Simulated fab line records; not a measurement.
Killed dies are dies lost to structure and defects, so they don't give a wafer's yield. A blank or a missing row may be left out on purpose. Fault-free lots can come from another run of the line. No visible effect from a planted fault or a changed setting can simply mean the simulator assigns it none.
Check for tools in common | flow gf180mcu | Sampled: 12 lots, 36 wafers

REASON IT WAS OPENED
At GF_M4_CD_MEAS_14 the reading cdNm is flagged on 2 of 12 lots. Fault-free wafers read 280.1 nm, with a standard deviation of 1.
Rule: a lot gets a flag if all its wafers with a number sit over 4 standard deviations from that mean, or if no wafer of it has a number. The rest of the lots are taken to be sound.

lot  | measured     | on       | cdNm (nm), wafer by wafer | flag
L288 | day 23 14:57 | cdSem-02 | 281.0 280.0 280.5         | 
L289 | day 24 00:19 | cdSem-02 | 279.0 279.7 281.2         | 
L290 | day 24 14:07 | cdSem-02 | 278.9 278.1 279.9         | 
L292 | day 25 10:11 | cdSem-02 | 280.7 281.3 280.7         | 
L293 | day 25 21:24 | cdSem-02 | 282.4 279.9 280.5         | 
L294 | day 26 02:48 | cdSem-02 | 280.8 280.1 281.9         | 
L299 | day 27 11:41 | cdSem-01 | 280.5 281.3 281.2         | 
L304 | day 28 21:25 | cdSem-01 | 296.0 294.3 296.4         | FLAGGED
L305 | day 29 03:36 | cdSem-01 | 295.8 295.7 295.4         | FLAGGED
L307 | day 29 18:17 | cdSem-01 | 279.4 278.7 277.7         | 
L309 | day 30 11:14 | cdSem-01 | 279.1 278.3 279.6         | 
L310 | day 30 14:21 | cdSem-01 | 278.2 277.5 279.1         | 
Average over the flagged lots: 295.6 nm; offset from the usual +15.5 nm, equal to +16 standard deviations.

EACH LOT AND THE TOOL IT RAN ON
The record holds 3 process steps before the reading, out of a route of 602 steps. Each cell gives the tool, then ch followed by the chambers the sampled wafers passed through, then the start.
lot  | flag    | GF_M2_SPUTTER_03            | GF_V2_SPUTTER_22            | GF_M4_SOFTBAKE_10
L288 |         | pvdSputter-01, day 18 08:56 | pvdSputter-04, day 20 12:53 | lithoTrack-03 ch 0, day 23 03:40
L289 |         | pvdSputter-03, day 18 19:13 | pvdSputter-04, day 20 21:59 | lithoTrack-03 ch 0, day 23 12:55
L290 |         | pvdSputter-04, day 19 10:08 | pvdSputter-04, day 21 13:40 | lithoTrack-04 ch 0, day 24 02:54
L292 |         | pvdSputter-01, day 20 11:11 | pvdSputter-04, day 22 12:27 | lithoTrack-03 ch 0, day 24 23:56
L293 |         | pvdSputter-04, day 20 20:39 | pvdSputter-02, day 22 22:26 | lithoTrack-03 ch 0, day 25 10:37
L294 |         | pvdSputter-03, day 21 04:20 | pvdSputter-03, day 23 04:40 | lithoTrack-04 ch 0, day 25 16:09
L299 |         | pvdSputter-04, day 22 17:47 | pvdSputter-02, day 24 17:08 | lithoTrack-02 ch 0, day 27 01:55
L304 | FLAGGED | pvdSputter-01, day 24 08:00 | pvdSputter-02, day 26 04:59 | lithoTrack-03 ch 0, day 28 11:56
L305 | FLAGGED | pvdSputter-01, day 24 16:58 | pvdSputter-02, day 26 13:08 | lithoTrack-03 ch 0, day 28 18:31
L307 |         | pvdSputter-03, day 25 06:43 | pvdSputter-04, day 27 03:26 | lithoTrack-02 ch 0, day 29 09:05
L309 |         | pvdSputter-01, day 26 03:44 | pvdSputter-02, day 27 22:23 | lithoTrack-02 ch 0, day 30 01:50
L310 |         | pvdSputter-01, day 26 07:23 | pvdSputter-03, day 28 01:50 | lithoTrack-02 ch 0, day 30 05:10
These steps, and what they do:
- GF_M2_SPUTTER_03: material Ti, target thk 10 nm, time 6.7 s.
- GF_V2_SPUTTER_22: material TiN, target thk 10 nm, time 40 s.
- GF_M4_SOFTBAKE_10: time 60 s.
- GF_M4_CD_MEAS_14: target cd 280 nm.

FLAGGED AGAINST TOTAL, ONE TOOL AT A TIME (gauges that did the reading follow at the end)
step              | tool          | lots run | flagged | share of the flagged lots | sound lots run after its first flagged lot
GF_M2_SPUTTER_03  | pvdSputter-01 | 6        | 2       | all                       | 2 (L309,L310)
GF_M2_SPUTTER_03  | pvdSputter-03 | 3        | 0       | none                      | -
GF_M2_SPUTTER_03  | pvdSputter-04 | 3        | 0       | none                      | -
GF_V2_SPUTTER_22  | pvdSputter-02 | 5        | 2       | all                       | 1 (L309)
GF_V2_SPUTTER_22  | pvdSputter-03 | 2        | 0       | none                      | -
GF_V2_SPUTTER_22  | pvdSputter-04 | 5        | 0       | none                      | -
GF_M4_SOFTBAKE_10 | lithoTrack-02 | 4        | 0       | none                      | -
GF_M4_SOFTBAKE_10 | lithoTrack-03 | 6        | 2       | all                       | 0
GF_M4_SOFTBAKE_10 | lithoTrack-04 | 2        | 0       | none                      | -
GF_M4_CD_MEAS_14  | cdSem-01      | 6        | 2       | all                       | 3 (L307,L309,L310)
GF_M4_CD_MEAS_14  | cdSem-02      | 6        | 0       | none                      | -

THE TABLE: WHAT IT ALLOWS
4 rows of the table ran every flagged lot: pvdSputter-01 at GF_M2_SPUTTER_03, pvdSputter-02 at GF_V2_SPUTTER_22, lithoTrack-03 at GF_M4_SOFTBAKE_10, cdSem-01 at GF_M4_CD_MEAS_14.
- pvdSputter-01 at GF_M2_SPUTTER_03: 2 of its 6 lots flagged. Sound lots followed the first flagged one (L309, L310) on it, something a lasting fault affecting the whole tool could not allow.
- pvdSputter-02 at GF_V2_SPUTTER_22: 2 of its 5 lots flagged. Sound lots followed the first flagged one (L309) on it, something a lasting fault affecting the whole tool could not allow.
- lithoTrack-03 at GF_M4_SOFTBAKE_10: 2 of its 6 lots flagged. Its last sound lot is L293 (day 25 10:37), its first flagged lot L304 (day 28 11:56): a fault that began between those two fits. Its own readings (heaterPowerTotalW, plateTempC) fall more than 4 standard deviations out on all wafers of the flagged lots.
- cdSem-01 at GF_M4_CD_MEAS_14: 2 of its 6 lots flagged. Sound lots followed the first flagged one (L307, L309, L310) on it, something a lasting fault affecting the whole tool could not allow.
One tool is left: lithoTrack-03 at GF_M4_SOFTBAKE_10.

WHAT WAS PUT IN BY THE SIMULATOR
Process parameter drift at GF_M4_SOFTBAKE_10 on lithoTrack-03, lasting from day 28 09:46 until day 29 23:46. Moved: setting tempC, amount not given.
Shown lots that were struck: L304, L305. The rule above found the same.
